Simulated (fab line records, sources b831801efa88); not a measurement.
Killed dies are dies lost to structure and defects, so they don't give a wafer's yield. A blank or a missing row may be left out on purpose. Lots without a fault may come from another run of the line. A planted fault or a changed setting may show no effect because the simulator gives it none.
A struck lot beside a sound one | flow sky130 | 16 steps out of a route of 708
Sound: wafers L979.2, L979.3, L979.4. Struck: wafers L977.2, L977.5, L977.6. The cause comes at the end.
At each step with rows: each side's tool, then ch and its chambers, then its first start. Under that, the readings that differ: sound wafers | struck wafers | difference of the means | sigmas: that difference in standard deviations of wafers without a fault.
alike: readings whose means differ by less than 2 such deviations, and words and numbers that are the same on both sides. not compared: withheld readings, readings that some wafer has no value for, bounds like >300 that may hide the same value, and numbers for which the record gives no deviation and whose values overlap.
The two part at a step that has a row with sigmas, a row that says differs or no value, or rows on one side only. Numbers that don't overlap but have no deviation are shown without sigmas and don't part them. A reading that every wafer of one side lacks parts them only if that side has two wafers or more.

first, 3 steps without rows for these wafers: SKY_VIA2_EXPOSE_09 (exposes mask VIM2, target cd 200 nm); SKY_VIA2_PEB_10; SKY_VIA2_DEVELOP_11 (develop time 60 s).
SKY_VIA2_CD_MEAS_12: target cd 200 nm.
  sound on cd_sem-02, day 42 14:01; struck on cd_sem-01, day 42 03:43
  alike: cd_nm
SKY_VIA2_OVL_MEAS_13:
  sound on overlay-01, day 42 14:07; struck on overlay-02, day 42 03:49
  alike: VIA2_OVL
SKY_VIA2_ETCH_14: etches BARC in N2/H2, stops on SiO2, time 45.9 s, target depth 60 nm.
  sound on rie_diel-01 ch 0,1,3, day 42 14:09; struck on rie_diel-02 ch 0,2,3, day 42 03:51
  alike: drypump_motor_current_A, h2_flow_sccm, oes_product_au, throttle_valve_pct
  not compared: rf_hours_counter_h
SKY_VIA2_ETCH_15: etches SiO2 in C4F8/O2/Ar, stops on TiN, target depth 546 nm, time 84 s.
  sound on rie_diel-01 ch 0,1,3, day 42 14:12; struck on rie_diel-02 ch 0,2,3, day 42 03:54
  alike: oes_product_au
SKY_VIA2_STRIP_16: strips in O2/N2.
  sound on plasma_asher-01 ch 0,1, day 42 14:16; struck on plasma_asher-01 ch 0,1, day 42 03:58
  alike: drypump_motor_current_A, o2_flow_sccm, oes_product_au, strip_time_to_endpoint_s
  not compared: rf_hours_counter_h
then, 3 steps without rows for these wafers: SKY_VIA2_STRIP_17 (strips in post etch residue remover, time 1200 s); SKY_VIA2_CLEAN_18 (cleans in IPA, time 180 s); SKY_VIA2_CLEAN_19 (cleans in O3/DIW).
SKY_VIA2_SPUTTER_20: material TiN, target thk 20 nm, time 80 s.
  sound on pvd_sputter-04, day 42 14:51; struck on pvd_sputter-02, day 42 04:33
  alike: throttle_valve_pct
SKY_VIA2_CVD_21: deposits W, target thk 420 nm, time 126.4 s.
  sound on cvd_w-01 ch 1, day 42 14:58; struck on cvd_w-02 ch 0,1, day 42 04:37
  reading                            | sound                | struck               | difference | sigmas
  susceptor_temp_C (C)               | 399.81 400.09 400.02 | 402.22 402.44 402.79 | +2.51      | +13
  model.W_of_VIA2_CVD_21.thk_nm (nm) | 417.1 419.4 411.2    | 439.7 440.1 437.8    | +23.3      |
  alike: heater_power_w
SKY_VIA2_RS_MEAS_22: measures by four-point-probe.
  sound on film_metro-04, day 42 15:11; struck on film_metro-01, day 42 04:46
  reading            | sound             | struck            | difference | sigmas
  VIA2_W_RS (ohm/sq) | 0.274 0.273 0.279 | 0.260 0.260 0.262 | -0.015     | -4
SKY_VIA2_THK_MEAS_23: measures by xrf.
  sound on film_metro-04, day 42 15:18; struck on film_metro-01, day 42 04:52
  alike: VIA2_W_THK
-- the record jumps here: 8 days lie between the struck wafers' starts before and after (it left off in module VIA2 and takes up again in module PAD_OPEN, whose first step shown is number 708 of the route) --
SKY_PAD_OPEN_PROBE_99:
  sound on prober-02, day 50 13:50; struck on prober-02, day 50 08:33
  alike: defect_limited_yield, killed_at_M0_to_M3, killed_at_M4_up, killed_at_contacts, killed_at_front_end, killed_at_other, killed_dies, killed_open, killed_short, sort_bin_3_pad_short, sort_bin_5_function, sort_bin_6_memory, sort_n_pass, sort_yield_pct

WHERE THEY PART
First at SKY_VIA2_CVD_21; last, within this record, at SKY_VIA2_RS_MEAS_22. Later steps at which nothing parts them and some readings are alike: SKY_VIA2_THK_MEAS_23, SKY_PAD_OPEN_PROBE_99.

WHY: what the simulator had put in
Process parameter drift: cvd_w-02, from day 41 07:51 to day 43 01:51, at SKY_VIA2_CVD_21. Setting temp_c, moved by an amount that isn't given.
